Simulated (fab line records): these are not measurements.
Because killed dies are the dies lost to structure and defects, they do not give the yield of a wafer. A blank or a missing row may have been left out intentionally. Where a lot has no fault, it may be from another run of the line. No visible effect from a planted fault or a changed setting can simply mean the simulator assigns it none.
Chamber matching + flow sky130 + SKY_FIELD_ISO_CMP_27 on cmp-01 has 4 sister chambers
The step polishes, stops on Si3N4, t overpolish 16 s, target thk 457.8 nm. 8 wafers are shown with their chamber, then 11 later ones without.

== WAFERS, EACH WITH ITS CHAMBER ==
| wafer  | chamber | motor-current-A (A) | time-to-endpoint-s (s) |
|--------|---------|---------------------|------------------------|
| L081.2 | 3       | 12.0                | 113                    |
| L084.4 | 2       | 11.2                | 107                    |
| L084.6 | 3       | 11.4                | 111                    |
| L086.1 | 0       | 15.6                | 112                    |
| L087.3 | 2       | 11.4                | 105                    |
| L087.4 | 0       | 14.9                | 112                    |
| L087.6 | 1       | 12.3                | 111                    |
| L088.3 | 1       | 11.7                | 106                    |

== WAFERS MISSING THEIR CHAMBER ==
| wafer  | motor-current-A (A) | time-to-endpoint-s (s) |
|--------|---------------------|------------------------|
| L088.4 | 14.8                | 114                    |
| L088.5 | 12.0                | 112                    |
| L091.1 | 11.2                | 107                    |
| L091.3 | 12.2                | 104                    |
| L091.6 | 11.9                | 107                    |
| L093.2 | 12.4                | 106                    |
| L093.3 | 11.9                | 114                    |
| L093.4 | 14.8                | 108                    |
| L096.1 | 10.9                | 111                    |
| L096.4 | 11.7                | 113                    |
| L096.6 | 14.7                | 114                    |

== CHAMBER TAKEN BY EACH ==
| wafer  | from the rows above          | in truth |
|--------|------------------------------|----------|
| L088.4 | 0                            | 0        |
| L088.5 | can't be placed: 3 or 1      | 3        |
| L091.1 | can't be placed: 2 or 1      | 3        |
| L091.3 | can't be placed: 1 or 2 or 3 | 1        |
| L091.6 | can't be placed: 1 or 2 or 3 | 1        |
| L093.2 | can't be placed: 1 or 2 or 3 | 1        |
| L093.3 | can't be placed: 3 or 1      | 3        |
| L093.4 | 0                            | 0        |
| L096.1 | can't be placed: 3 or 2 or 1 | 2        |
| L096.4 | can't be placed: 3 or 1      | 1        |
| L096.6 | 0                            | 0        |
Correct placement for 3 of the 11. Unplaceable from these rows: 8, with the true chamber sitting among the candidates in 7. Placed wrongly: 0.
How it was worked out, from the rows above alone: a wafer's distance from a chamber is the root of the sum, over the readings, of the square of ((its reading less the chamber's mean) divided by the reading's scatter). If the next closest chamber is less than 2 further off than the closest, the wafer can't be placed; otherwise it belongs to the closest. Each chamber's mean is taken over the wafers shown for it. How the scatter is found: for the shown wafers, subtract from each reading the mean of its chamber, square and add these, divide the total by (wafers less chambers), then take the root.
